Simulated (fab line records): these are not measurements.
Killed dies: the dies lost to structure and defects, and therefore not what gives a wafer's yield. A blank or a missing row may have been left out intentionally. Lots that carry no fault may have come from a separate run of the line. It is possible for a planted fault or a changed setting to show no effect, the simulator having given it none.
Chamber matching ; flow gf180mcu ; GF_V3_CMP_26 on cmp-02: 4 sister chambers
The step polishes, stops on SiO2, t overpolish 15 s, target thk 0 nm. 14 wafers are shown with their chamber, then 7 later ones without.

== WAFERS PAIRED WITH THEIR CHAMBERS ==
wafer;chamber;motorCurrentA (A);edgeZonePressureFrac;timeToEndpointS (s)
L253.1;1;9.2;0.998;89
L253.4;0;13.4;0.999;86
L253.6;3;11.4;0.992;88
L254.1;2;13.8;1.005;88
L254.2;1;9.3;1.007;90
L254.6;2;13.7;1.001;90
L255.1;0;12.6;0.996;90
L255.2;1;9.0;0.999;94
L255.4;2;13.6;1.005;91
L267.2;1;9.3;1.006;92
L267.4;2;14.5;1.001;88
L267.5;2;13.8;1.006;90
L268.1;2;13.3;0.998;84
L268.4;1;9.1;1.001;86

SIGNATURES, as means of the wafers listed above
reading;chamber 0;chamber 1;chamber 2;chamber 3;scatter within a chamber
motorCurrentA;13.000;9.180;13.783;11.400;0.343
edgeZonePressureFrac;0.99750;1.00220;1.00267;0.99200;0.00347
timeToEndpointS;88.00;90.20;88.50;88.00;2.76
Rule: for each reading, subtract the chamber's mean from the wafer's reading, divide by that reading's scatter and square the result; add these up over the readings and take the root, which gives the wafer's distance from the chamber. If the next closest chamber is less than 2 further off than the closest, the wafer can't be placed; otherwise it belongs to the closest. The scatter: the root of (the sum of the squares of (reading less its chamber's mean) over the shown wafers, divided by (wafers less chambers)).

== WAFERS MISSING THEIR CHAMBER ==
wafer;motorCurrentA (A);edgeZonePressureFrac;timeToEndpointS (s)
L268.5;13.0;0.994;84
L270.2;12.6;0.993;86
L270.3;11.2;1.007;81
L270.6;11.3;1.001;83
L273.4;13.0;0.996;82
L273.5;13.8;1.000;80
L273.6;9.2;0.994;80

== CHAMBER TAKEN BY EACH ==
wafer;from the rows above;in truth
L268.5;can't be placed: 0 or 2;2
L270.2;can't be placed: 0 or 3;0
L270.3;can't be placed: 3 or 0 or 1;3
L270.6;3;3
L273.4;can't be placed: 0 or 2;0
L273.5;can't be placed: 2 or 0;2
L273.6;1;1
Placed correctly: 2 of 7. Cannot be placed on the basis of these rows: 5; the candidates contain the true chamber in 5. 0 placed wrongly.
